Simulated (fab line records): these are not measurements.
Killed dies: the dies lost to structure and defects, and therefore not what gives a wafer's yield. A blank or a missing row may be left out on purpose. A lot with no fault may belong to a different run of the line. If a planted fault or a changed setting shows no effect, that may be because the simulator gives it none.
A struck lot beside a sound one :: flow sky130 :: 16 out of 708 route steps
Sound: the wafers L932.1, L932.3, L932.4. Struck: wafers L922.2, L922.3, L922.4. The cause is named last.
For every step that has rows: the tool of each side, followed by ch and its chambers, followed by its first start. Under that, the readings that differ: sound wafers :: struck wafers :: difference of the means :: sigmas: that difference in standard deviations of wafers without a fault.
alike: words and numbers the same on both sides, and readings whose means are apart by under 2 such deviations; not compared: readings that were withheld, readings missing a value for some wafer, numbers with overlapping values and no deviation given by the record, and bounds like >300 which may hide the same value.
The two part at a step that has a row with sigmas, a row that says differs or no value, or rows on one side only. When numbers do not overlap yet have no deviation, they are printed without sigmas and do not part them. A reading that every wafer of one side lacks parts them only if that side has two wafers or more.

first, 5 steps without rows for these wafers: SKY_SONOS_TUNNEL_COAT_02 (resist thk 1140 nm); SKY_SONOS_TUNNEL_SOFTBAKE_03 (time 60 s); SKY_SONOS_TUNNEL_EXPOSE_04 (exposes mask TUNM, target cd 410 nm); SKY_SONOS_TUNNEL_PEB_05; SKY_SONOS_TUNNEL_DEVELOP_06 (develop time 60 s).
SKY_SONOS_TUNNEL_CD_MEAS_07 targets a cd of 410 nm.
  sound on cd-sem-02 at day 15 21:08; struck on cd-sem-01 at day 12 18:58
  alike: cd-nm
SKY_SONOS_TUNNEL_OVL_MEAS_08:
  sound on overlay-02 at day 15 21:16; struck on overlay-02 at day 12 19:04
  alike: SONOS_TUNNEL_OVL
then, 3 steps without rows for these wafers: SKY_SONOS_TUNNEL_IMPLANT_09; SKY_SONOS_TUNNEL_WET_ETCH_10 (etches SiO2 in dHF, target depth 14 nm, time 280 s); SKY_SONOS_TUNNEL_STRIP_11 (strips in SPM, time 600 s).
SKY_SONOS_TUNNEL_TW_MEAS_12:
  sound on film-metro-04 at day 15 21:44; struck on film-metro-02 at day 12 19:31
  alike: SONOS_TUNNEL_TW
then, 1 step without rows for these wafers: SKY_SONOS_TUNNEL_CLEAN_13 (cleans in dHF, time 20 s).
SKY_SONOS_ONO_OXIDATION_00: stabilise 600 s, purge 300 s, target thk 2.6 nm.
  sound on furnace-01 ch 0, day 15 21:52; struck on furnace-01 ch 0, day 12 19:35
reading: spike-tc-centre-C (C)
sound: 798.3 799.8 799.0
struck: 805.6 804.3 804.7
difference: +5.8
sigmas: +4

reading: spike-tc-lower-C (C)
sound: 801.6 801.2 799.9
struck: 805.3 807.8 806.9
difference: +5.8
sigmas: +5

reading: spike-tc-top-C (C)
sound: 814.4 812.1 814.4
struck: 820.2 820.1 819.6
difference: +6.3
sigmas: +5

reading: spike-tc-upper-C (C)
sound: 802.3 801.1 800.6
struck: 807.2 807.8 807.8
difference: +6.3
sigmas: +4

reading: tube-center-temp-C (C)
sound: 800.02 799.96 799.95
struck: 805.73 805.96 805.97
difference: +5.91
sigmas: +87

reading: tube_center_temp_C_max
sound: 802.0 802.4 802.2
struck: 807.7 808.4 808.4
difference: +6.0
sigmas: +18

reading: model.SiO2_of_SONOS_ONO_OXIDATION_00.thk-nm (nm)
sound: 2.572 2.537 2.578
struck: 2.723 2.73 2.722
difference: +0.163
sigmas: 
SKY_SONOS_ONO_THK_MEAS_01:
  sound on film-metro-02 at day 15 23:13; struck on film-metro-01 at day 12 20:56
reading: SONOS_ONO_OXIDATION_THK (nm)
sound: 2.55 2.57 2.60
struck: 2.75 2.75 2.69
difference: +0.16
sigmas: +2
then, 1 step without rows for these wafers: SKY_SONOS_ONO_CVD_02 (deposits Si3N4 from DCS/NH3, target thk 10.5 nm, time 180 s).
-- a jump in the record: the struck wafers' starts before and after are 34 days apart (it breaks off in module SONOS_ONO and resumes in module PAD_OPEN, where the first step shown is number 708 of the route) --
SKY_PAD_OPEN_PROBE_99:
  sound on prober-01 at day 49 19:43; struck on prober-01 at day 46 19:21
reading: model.etest.cap-ono.tox-acc-nm (nm)
sound: 12.81 12.71 12.76
struck: 12.97 13.03 12.94
difference: +0.22
sigmas: 

reading: model.etest.sonos-erased.vt-v (V)
sound: -2.313 -2.4 -2.283
struck: -2.197 -2.189 -2.187
difference: +0.141
sigmas: 
  alike: killed_at_M0_to_M3, killed_at_M4_up, killed-at-contacts, killed-at-front-end, killed-at-other, killed-dies, killed-on-rim, killed-open, killed-short
  not compared: model.etest.sonos-baked.vt-less-v

WHERE THEY PART
At SKY_SONOS_ONO_OXIDATION_00 first; at SKY_SONOS_ONO_THK_MEAS_01 last (within this record only). Later steps at which nothing parts them and some readings are alike: SKY_PAD_OPEN_PROBE_99.

WHY: what had been put in by the simulator
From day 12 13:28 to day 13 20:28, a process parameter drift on furnace-01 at SKY_SONOS_ONO_OXIDATION_00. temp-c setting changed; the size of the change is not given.
